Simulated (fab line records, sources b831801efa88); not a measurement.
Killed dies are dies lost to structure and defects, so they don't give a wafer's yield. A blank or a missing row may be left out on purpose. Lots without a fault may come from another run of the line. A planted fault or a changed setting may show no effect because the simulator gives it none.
One fault seen from 2 desks | flow sky130 | each desk has only its own numbers; what lay behind them comes last

THE TOOL OWNER'S DESK: pvd_sputter-03
The tool's own readings at SKY_METAL5_SPUTTER_02 (material AlCu, target thk 1150 nm, time 61.2 s): means of the sampled wafers that have a number, for each lot that ran on this tool. A lot is out of limits, marked OUT, if its mean lies more than 4 standard deviations from the usual mean; the brackets give that distance.
Columns: A = chamber_pressure_pa at SKY_METAL5_SPUTTER_02, usual 0.3999 Pa; B = throttle_valve_pct at SKY_METAL5_SPUTTER_02, usual 30.5 %
lot  | first seen here | A                | B
L493 | day 42 21:35    | 0.3997           | 31.1
L498 | day 45 01:05    | 0.4004           | 31.3
L500 | day 45 05:37    | 0.4001           | 30.3
L508 | day 47 08:16    | 0.4637 (+77) OUT | 28.1 (-4.0) OUT
L509 | day 47 09:51    | 0.4646 (+78) OUT | 28.9
This desk's finding: out of limits on L508, L509; first on L508, day 47 08:16 (chamber_pressure_pa at SKY_METAL5_SPUTTER_02). In limits: L493, L498, L500.

THE METROLOGY DESK
What the gauges read, lot by lot, whatever tool the lot ran on: means of the sampled wafers that have a number. A lot is out of limits, marked OUT, if its mean lies more than 4 standard deviations from the usual mean; the brackets give that distance.
Columns: A = CAP2M_TIN_THK at SKY_CAP2M_THK_MEAS_04, usual 201.3 nm; B = METAL5_ALCU_RS at SKY_METAL5_RS_MEAS_05, usual 0.0273 ohm/sq; C = METAL5_ALCU_THK at SKY_METAL5_THK_MEAS_06, usual 1154 nm
lot  | first seen here | A     | B                 | C
L493 | day 39 20:32    | 198.8 | 0.0274            | 1145
L495 | day 40 11:59    | 201.4 | 0.0274            | 1153
L498 | day 42 01:13    | 201.1 | 0.0275            | 1145
L500 | day 42 06:56    | 198.8 | 0.0274            | 1141
L503 | day 43 02:58    | 199.7 | 0.0271            | 1167
L508 | day 44 13:16    | 200.3 | 0.0286 (+4.1) OUT | 1111
L509 | day 44 16:11    | 202.4 | 0.0288 (+4.7) OUT | 1096 (-4.1) OUT
L512 | day 45 06:34    | 201.2 | 0.0274            | 1157
L514 | day 46 00:17    | 199.7 | 0.0270            | 1170
L516 | day 46 02:19    | 199.9 | 0.0273            | 1154
This desk's finding: out of limits on L508, L509; first on L508, day 47 08:23 (METAL5_ALCU_RS at SKY_METAL5_RS_MEAS_05). In limits: L493, L495, L498, L500, L503, L512, L514, L516.

PUT TOGETHER
The tool owner's desk could have raised an alarm at day 47 08:16, on L508, L509.
The metrology desk could have raised an alarm at day 47 08:23, on L508, L509.
Of the lots named, all ran SKY_METAL5_SPUTTER_02 on pvd_sputter-03.

WHAT THE SIMULATOR HAD PUT IN
Process parameter drift: pvd_sputter-03, from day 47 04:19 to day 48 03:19, at SKY_METAL5_SPUTTER_02. Setting chamber_pressure_pa, moved by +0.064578, from 0.4. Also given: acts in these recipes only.
Lots struck among those shown: L508, L509.
Hours from the fault's start to each desk's first reading out of limits: the tool owner's desk, 4; the metrology desk, 4.
